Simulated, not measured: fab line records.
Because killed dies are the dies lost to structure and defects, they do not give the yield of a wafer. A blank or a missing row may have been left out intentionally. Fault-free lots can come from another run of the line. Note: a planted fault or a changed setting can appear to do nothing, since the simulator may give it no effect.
The same fault as seen by 2 desks | flow gf180mcu | every desk sees just its own numbers, and what lay behind them comes last

== AT THE METROLOGY DESK ==
Means of the sampled wafers that have a number, per lot and without regard to the tool the lot ran on: this is what the gauges read. A lot is out of limits, marked OUT, if its mean lies more than 4 standard deviations from the usual mean; the brackets give that distance.
Columns: A = cd_nm at GF_STI_CD_MEAS_12, usual 219.9 nm; B = STI_OXIDATION_01_THK at GF_STI_THK_MEAS_22, usual 14.99 nm; C = HV_LDD_OVL at GF_HV_LDD_OVL_MEAS_08, usual -0.1 nm
lot  | first seen here | A     | B     | C
L273 | day 2 02:20     | 220.5 | 15.14 | -0.0
L275 | day 2 11:32     | 220.7 | 15.00 | 1.4
L278 | day 3 03:10     | 220.4 | 15.24 | -1.2
L279 | day 3 08:14     | 218.6 | 14.64 | 0.8
L280 | day 3 13:49     | 219.7 | 15.11 | 1.1
L288 | day 5 07:04     | 218.7 | 14.87 | 2.0
L289 | day 5 11:13     | 219.2 | 15.36 | -2.8
L290 | day 5 17:37     | 219.4 | 15.11 | 0.3
L292 | day 6 04:19     | 219.4 | 15.30 | 1.0
L293 | day 6 08:49     | 220.7 | 14.93 | 0.7
L294 | day 6 14:10     | 218.7 | 15.18 | 1.1
L295 | day 6 18:04     | 219.8 | 15.15 | -1.1
L296 | day 7 00:51     | 218.7 | 14.76 | 0.8
Result from this desk: across the 13 lots, nothing is out of limits.

== THE TOOL OWNER'S DESK: rie_diel-01 ==
The tool's own readings at GF_STI_ETCH_13 (etches the open film in CHF3/O2, stops on Si, target depth 282.31 nm, time 112.9 s): means of the sampled wafers that have a number, for each lot that ran on this tool. A lot is out of limits, marked OUT, if its mean lies more than 4 standard deviations from the usual mean; the brackets give that distance.
Columns: A = drypump_motor_current_A at GF_STI_ETCH_13, usual 5.6 A; B = oes_product_au at GF_STI_ETCH_13, usual 0.835 a.u.; C = run_length_s at GF_STI_ETCH_13, usual 141.2 s; D = throttle_valve_pct at GF_STI_ETCH_13, usual 8.809 %
lot  | first seen here | A   | B                | C                | D
L273 | day 2 02:26     | 5.4 | 0.838            | 141.2            | 8.822
L275 | day 2 11:38     | 5.6 | 0.835            | 141.4            | 8.813
L278 | day 3 03:17     | 5.8 | 0.856 (+4.0) OUT | 138.1 (-7.0) OUT | 8.824
L279 | day 3 08:20     | 5.8 | 0.862 (+5.1) OUT | 137.5 (-8.3) OUT | 8.826
Finding of this desk: L278, L279 out of limits; the first was L278 at day 3 03:17, on oes_product_au at GF_STI_ETCH_13. L273, L275: within limits.

== ALL TOGETHER ==
At day 3 03:17, on L278, L279, the tool owner's desk was in a position to raise an alarm.
From the metrology desk's view, nothing was out of limits.
The metrology desk has L278, L279 on record, within its limits.
Of the lots named, all ran GF_STI_ETCH_13 on rie_diel-01.

== WHAT HAD BEEN PUT IN BY THE SIMULATOR ==
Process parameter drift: rie_diel-01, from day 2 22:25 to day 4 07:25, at GF_STI_ETCH_13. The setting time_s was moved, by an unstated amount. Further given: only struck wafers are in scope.
Struck lots among those shown: L278, L279.
Hours from the fault's start to each desk's first reading out of limits: the tool owner's desk, 5.
